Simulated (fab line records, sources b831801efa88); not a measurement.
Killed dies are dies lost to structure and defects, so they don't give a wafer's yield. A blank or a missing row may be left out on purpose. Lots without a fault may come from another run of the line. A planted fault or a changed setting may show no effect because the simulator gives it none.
Chamber matching | flow sky130 | SKY_LI_CONTACT_CMP_24 on cmp-01: 4 sister chambers
The step polishes, stops on PSG, t overpolish 20 s, target thk 0 nm. 8 wafers are shown with their chamber, then 12 later ones without.

WAFERS WITH THEIR CHAMBER
wafer  | chamber | motor_current_A (A) | time_to_endpoint_s (s)
L092.2 | 0       | 10.4                | 100.3
L092.5 | 3       | 11.0                | 102.0
L090.3 | 2       | 11.2                | 94.1
L090.4 | 1       | 11.3                | 98.8
L090.6 | 1       | 11.4                | 99.0
L091.1 | 2       | 10.9                | 96.9
L091.2 | 3       | 11.6                | 98.7
L091.5 | 0       | 9.9                 | 95.4

WAFERS WITHOUT THEIR CHAMBER
wafer  | motor_current_A (A) | time_to_endpoint_s (s)
L093.1 | 12.2                | 99.6
L093.3 | 10.0                | 100.0
L093.4 | 11.2                | 97.2
L094.1 | 10.3                | 94.7
L094.5 | 9.4                 | 95.1
L094.6 | 11.0                | 96.0
L095.2 | 11.6                | 97.8
L095.4 | 9.9                 | 97.0
L095.6 | 11.1                | 101.6
L097.1 | 10.4                | 95.3
L097.3 | 11.6                | 96.9
L097.6 | 11.1                | 98.2

WHICH CHAMBER EACH WENT THROUGH
wafer  | from the rows above          | in truth
L093.1 | can't be placed: 1 or 3 or 2 | 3
L093.3 | 0                            | 0
L093.4 | can't be placed: 2 or 1 or 3 | 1
L094.1 | can't be placed: 0 or 2      | 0
L094.5 | 0                            | 0
L094.6 | can't be placed: 2 or 1 or 3 | 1
L095.2 | can't be placed: 1 or 3 or 2 | 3
L095.4 | 0                            | 0
L095.6 | can't be placed: 3 or 1 or 2 | 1
L097.1 | can't be placed: 0 or 2      | 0
L097.3 | can't be placed: 1 or 3 or 2 | 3
L097.6 | can't be placed: 1 or 3 or 2 | 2
Placed correctly: 3 of 12. Can't be placed from these rows: 9 (the true chamber is among the candidates in 9). Placed wrongly: 0.
How it was worked out, from the rows above alone: a wafer's distance from a chamber is the root of the sum, over the readings, of the square of ((its reading less the chamber's mean) divided by the reading's scatter). The wafer belongs to the nearest chamber; if the next one is less than 2 further off, it can't be placed. A chamber's mean is the mean of its shown wafers. The scatter: the root of (the sum of the squares of (reading less its chamber's mean) over the shown wafers, divided by (wafers less chambers)).
